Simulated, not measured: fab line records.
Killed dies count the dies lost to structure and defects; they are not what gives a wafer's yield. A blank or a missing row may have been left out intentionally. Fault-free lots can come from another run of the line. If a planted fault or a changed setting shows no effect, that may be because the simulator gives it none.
Chamber matching | flow gf180mcu | GF_V5_CMP_26 on cmp-01 has 4 sister chambers
The step polishes, stops on SiO2, t overpolish 15 s, target thk 0 nm. 4 wafers are shown with their chamber, then 7 later ones without.

WAFERS, EACH WITH ITS CHAMBER
wafer  | chamber | motor_current_A (A)
L540.2 | 3       | 8.2
L544.1 | 0       | 11.0
L551.1 | 2       | 10.4
L551.4 | 1       | 13.9

WAFERS WITH NO CHAMBER GIVEN
wafer  | motor_current_A (A)
L551.6 | 11.4
L554.1 | 13.5
L554.4 | 8.3
L554.5 | 13.2
L557.2 | 10.3
L557.4 | 11.2
L557.6 | 11.6

THE CHAMBER EACH PASSED THROUGH
wafer  | from the rows above     | in truth
L551.6 | can't be placed: 0 or 2 | 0
L554.1 | 1                       | 1
L554.4 | 3                       | 3
L554.5 | 1                       | 1
L557.2 | can't be placed: 2 or 0 | 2
L557.4 | can't be placed: 0 or 2 | 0
L557.6 | can't be placed: 0 or 2 | 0
Placed correctly: 3 of 7. These rows do not allow placing 4 (true chamber among the candidates in 4). Placed wrongly: 0.
How it was worked out, from the rows above alone: a wafer's distance from a chamber is the root of the sum, over the readings, of the square of ((its reading less the chamber's mean) divided by the reading's scatter). If the next closest chamber is less than 2 further off than the closest, the wafer can't be placed; otherwise it belongs to the closest. A chamber's mean is the mean of its shown wafers. The scatter: with one shown wafer a chamber, the root of the mean of the squares of how far each hidden wafer lies from its nearest shown one.
